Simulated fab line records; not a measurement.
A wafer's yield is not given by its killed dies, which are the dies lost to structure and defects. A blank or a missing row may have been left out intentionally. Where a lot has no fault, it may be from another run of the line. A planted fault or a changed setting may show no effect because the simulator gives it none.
Matching of chambers -- flow gf180mcu -- GF_V3_ETCH_16 on rie-diel-04 has 4 sister chambers
The step etches BARC in N2/H2. 4 wafers are shown with their chamber, then 7 later ones without.

## WAFERS WITH THEIR CHAMBER
wafer,chamber,oes-product-au (a.u.)
L267.3,2,0.853
L271.1,1,0.852
L273.1,0,0.853
L273.4,3,0.855

## WAFERS WITHOUT THEIR CHAMBER
wafer,oes-product-au (a.u.)
L273.6,0.862
L285.1,0.858
L285.4,0.856
L285.6,0.855
L287.1,0.851
L287.3,0.860
L287.4,0.859

## WHICH CHAMBER EACH ONE RAN IN
wafer,from the rows above,in truth
L273.6,can't be placed: 3 or 0 or 2 or 1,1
L285.1,can't be placed: 3 or 0 or 2 or 1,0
L285.4,can't be placed: 3 or 0 or 2 or 1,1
L285.6,can't be placed: 3 or 0 or 2 or 1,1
L287.1,can't be placed: 1 or 0 or 2 or 3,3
L287.3,can't be placed: 3 or 0 or 2 or 1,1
L287.4,can't be placed: 3 or 0 or 2 or 1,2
0 of 7 placed correctly. Cannot be placed on the basis of these rows: 7; the candidates contain the true chamber in 7. Placed wrongly: 0.
How it was worked out, from the rows above alone: a wafer's distance from a chamber is the root of the sum, over the readings, of the square of ((its reading less the chamber's mean) divided by the reading's scatter). The wafer belongs to the nearest chamber; if the next one is less than 2 further off, it can't be placed. Each chamber's mean is taken over the wafers shown for it. The scatter (one wafer shown for each chamber): square how far every hidden wafer sits from the nearest shown wafer, average those squares and take the square root.
